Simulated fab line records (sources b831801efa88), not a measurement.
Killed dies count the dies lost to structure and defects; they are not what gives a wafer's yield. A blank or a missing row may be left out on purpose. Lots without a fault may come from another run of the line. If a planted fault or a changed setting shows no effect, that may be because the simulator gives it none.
The tool behind it: which one? + flow gf180mcu + 36 wafers from 12 lots sampled at 4 of the route's 602 steps

== WHAT EACH GAUGE READ, for each wafer ==
GF_POLY_GATE_THK_MEAS_17. Usual: POLY_GATE_OXIDATION_THK 4.01 nm, standard deviation 0.074.
| lot  | measured     | on            | POLY_GATE_OXIDATION_THK (nm) | flag |
|------|--------------|---------------|------------------------------|------|
| L522 | day 9 17:23  | film-metro-02 | 4.15 4.10 4.14               |      |
| L523 | day 10 01:34 | film-metro-02 | 4.06 4.01 4.06               |      |
| L525 | day 10 20:35 | film-metro-03 | 3.96 4.05 4.07               |      |
| L526 | day 11 05:20 | film-metro-02 | 4.04 4.03 4.12               |      |
| L527 | day 11 10:32 | film-metro-01 | 3.91 3.95 3.99               |      |
| L529 | day 12 02:01 | film-metro-02 | 4.10 4.09 3.98               |      |
| L531 | day 12 13:46 | film-metro-02 | 4.00 3.98 4.04               |      |
| L533 | day 13 03:07 | film-metro-02 | 3.88 4.01 3.96               |      |
| L537 | day 14 07:17 | film-metro-01 | 3.91 4.04 3.99               |      |
| L539 | day 14 22:46 | film-metro-03 | 3.95 4.13 4.02               |      |
| L542 | day 15 18:53 | film-metro-03 | 3.83 3.83 3.88               |      |
| L543 | day 16 13:00 | film-metro-01 | 4.03 4.02 4.01               |      |

== TOOL THAT RAN EACH LOT (tool first, then ch and the chambers of the sampled wafers, then the start) ==
| lot  | GF_LVPWELL_COAT_02               | GF_LVPWELL_STRIP_10                 | GF_VT_IMPLANT_SOFTBAKE_14         |
|------|----------------------------------|-------------------------------------|-----------------------------------|
| L522 | litho-track-02 ch 0, day 4 00:58 | plasma-asher-03 ch 0,1, day 4 08:21 | litho-track-01 ch 0, day 6 10:07  |
| L523 | litho-track-03 ch 0, day 4 04:46 | plasma-asher-03 ch 0,1, day 4 11:57 | litho-track-04 ch 0, day 6 15:03  |
| L525 | litho-track-02 ch 0, day 4 19:25 | plasma-asher-02 ch 0,1, day 5 02:32 | litho-track-03 ch 0, day 7 06:46  |
| L526 | litho-track-01 ch 0, day 5 00:01 | plasma-asher-03 ch 0,1, day 5 07:14 | litho-track-04 ch 0, day 7 12:03  |
| L527 | litho-track-03 ch 0, day 5 05:43 | plasma-asher-03 ch 0,1, day 5 13:56 | litho-track-03 ch 0, day 7 19:31  |
| L529 | litho-track-01 ch 0, day 5 16:11 | plasma-asher-03 ch 0,1, day 5 23:48 | litho-track-04 ch 0, day 8 07:13  |
| L531 | litho-track-02 ch 0, day 6 03:28 | plasma-asher-02 ch 0,1, day 6 11:24 | litho-track-03 ch 0, day 8 19:40  |
| L533 | litho-track-02 ch 0, day 6 11:04 | plasma-asher-04 ch 0,1, day 6 19:32 | litho-track-03 ch 0, day 9 04:55  |
| L537 | litho-track-01 ch 0, day 7 12:38 | plasma-asher-02 ch 0,1, day 7 20:53 | litho-track-04 ch 0, day 10 08:31 |
| L539 | litho-track-03 ch 0, day 7 23:31 | plasma-asher-03 ch 0, day 8 08:59   | litho-track-03 ch 0, day 10 22:10 |
| L542 | litho-track-03 ch 0, day 8 14:50 | plasma-asher-04 ch 1, day 8 23:39   | litho-track-03 ch 0, day 11 15:32 |
| L543 | litho-track-01 ch 0, day 9 01:52 | plasma-asher-02 ch 1, day 9 10:48   | litho-track-01 ch 0, day 12 02:40 |
- GF_LVPWELL_COAT_02: resist thk 3000 nm.
- GF_LVPWELL_STRIP_10: strips in O2/N2.
- GF_VT_IMPLANT_SOFTBAKE_14: time 61.43 s.

== WHAT THE TOOLS THEMSELVES READ (means of the sampled wafers that have a number; where no wafer has one, the mark that the record gives instead) ==
GF_LVPWELL_COAT_02. Usual: chill-plate-temp-C reads 22.99 C (standard deviation 0.09).
| lot  | tool           | chill-plate-temp-C (C) | flag |
|------|----------------|------------------------|------|
| L522 | litho-track-02 | 23.02                  |      |
| L523 | litho-track-03 | 23.02                  |      |
| L525 | litho-track-02 | 22.99                  |      |
| L526 | litho-track-01 | 23.03                  |      |
| L527 | litho-track-03 | 22.88                  |      |
| L529 | litho-track-01 | 22.97                  |      |
| L531 | litho-track-02 | 22.85                  |      |
| L533 | litho-track-02 | 22.98                  |      |
| L537 | litho-track-01 | 23.05                  |      |
| L539 | litho-track-03 | 22.94                  |      |
| L542 | litho-track-03 | 23.08                  |      |
| L543 | litho-track-01 | 23.04                  |      |

GF_LVPWELL_STRIP_10. Usual: drypump-motor-current-A 5.5 A, standard deviation 0.55; heater-power-w 360 W, standard deviation 85; oes-product-au 0.723 a.u., standard deviation 0.0045; strip-time-to-endpoint-s 37.00 s, standard deviation 0.099.
| lot  | tool            | drypump-motor-current-A (A) | heater-power-w (W) | oes-product-au (a.u.) | strip-time-to-endpoint-s (s) | flag |
|------|-----------------|-----------------------------|--------------------|-----------------------|------------------------------|------|
| L522 | plasma-asher-03 | 5.4                         | 344                | 0.722                 | 36.90                        |      |
| L523 | plasma-asher-03 | 5.1                         | 419                | 0.724                 | 37.05                        |      |
| L525 | plasma-asher-02 | 5.5                         | 345                | 0.725                 | 36.93                        |      |
| L526 | plasma-asher-03 | 5.1                         | 407                | 0.725                 | 37.14                        |      |
| L527 | plasma-asher-03 | 5.1                         | 416                | 0.723                 | 36.88                        |      |
| L529 | plasma-asher-03 | 5.2                         | 410                | 0.725                 | 37.03                        |      |
| L531 | plasma-asher-02 | 5.5                         | 350                | 0.725                 | 44.96                        | OFF  |
| L533 | plasma-asher-04 | 5.3                         | 347                | 0.722                 | 45.10                        | OFF  |
| L537 | plasma-asher-02 | 5.5                         | 356                | 0.723                 | 36.96                        |      |
| L539 | plasma-asher-03 | 5.6                         | 272                | 0.725                 | 37.11                        |      |
| L542 | plasma-asher-04 | 6.4                         | 352                | 0.722                 | 37.00                        |      |
| L543 | plasma-asher-02 | 5.2                         | 393                | 0.724                 | 36.93                        |      |

GF_VT_IMPLANT_SOFTBAKE_14. Usual: chill-plate-temp-C 22.98 C, standard deviation 0.13; plate-sensor-t-centre-C 90.758 C, standard deviation 0.0093; plate-sensor-t-edge-C 90.828 C, standard deviation 0.0096.
| lot  | tool           | chill-plate-temp-C (C) | plate-sensor-t-centre-C (C) | plate-sensor-t-edge-C (C) | flag |
|------|----------------|------------------------|-----------------------------|---------------------------|------|
| L522 | litho-track-01 | 23.00                  | 90.754                      | 90.829                    |      |
| L523 | litho-track-04 | 22.83                  | 90.756                      | 90.834                    |      |
| L525 | litho-track-03 | 23.11                  | 90.759                      | 90.826                    |      |
| L526 | litho-track-04 | 23.01                  | 90.753                      | 90.818                    |      |
| L527 | litho-track-03 | 23.24                  | 90.762                      | 90.826                    |      |
| L529 | litho-track-04 | 23.13                  | 90.763                      | 90.829                    |      |
| L531 | litho-track-03 | 23.05                  | 90.754                      | 90.823                    |      |
| L533 | litho-track-03 | 22.86                  | 90.762                      | 90.831                    |      |
| L537 | litho-track-04 | 22.92                  | 90.761                      | 90.821                    |      |
| L539 | litho-track-03 | 23.03                  | 90.748                      | 90.826                    |      |
| L542 | litho-track-03 | 23.00                  | 90.766                      | 90.823                    |      |
| L543 | litho-track-01 | 22.97                  | 90.757                      | 90.838                    |      |

== THE ANSWER, worked out from the rows above alone ==
Rule: take the mean of a lot's wafers that have a number; if it is more than 3 standard deviations from the usual mean, the lot is off. A lot without any number at a reading at which 4 lots or more have one is off too. Any other lot the step has rows for is counted as sound. After the gauges, taken in route order, come the tools' own readings; for these a lot's mean is taken, as printed above. The first step at which some lot is off is used, and at that step the reading that is off furthest; a lot without a number counts as furthest.
Off: L531, L533 (GF_LVPWELL_STRIP_10, strip-time-to-endpoint-s).
A tool fits if, at that step or a process step before it, it ran every lot that is off, and no sound lot after the first of them. One fits: litho-track-02 at GF_LVPWELL_COAT_02. Its last sound lot is L525 (day 4 19:25), its first lot that is off L531 (day 6 03:28): a fault that began between those two fits.

== WHAT THE SIMULATOR PUT IN ==
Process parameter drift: litho-track-02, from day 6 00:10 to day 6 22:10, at GF_LVPWELL_COAT_02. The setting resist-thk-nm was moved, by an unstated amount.
Shown lots that were struck: L531, L533. Same finding as the rule above.
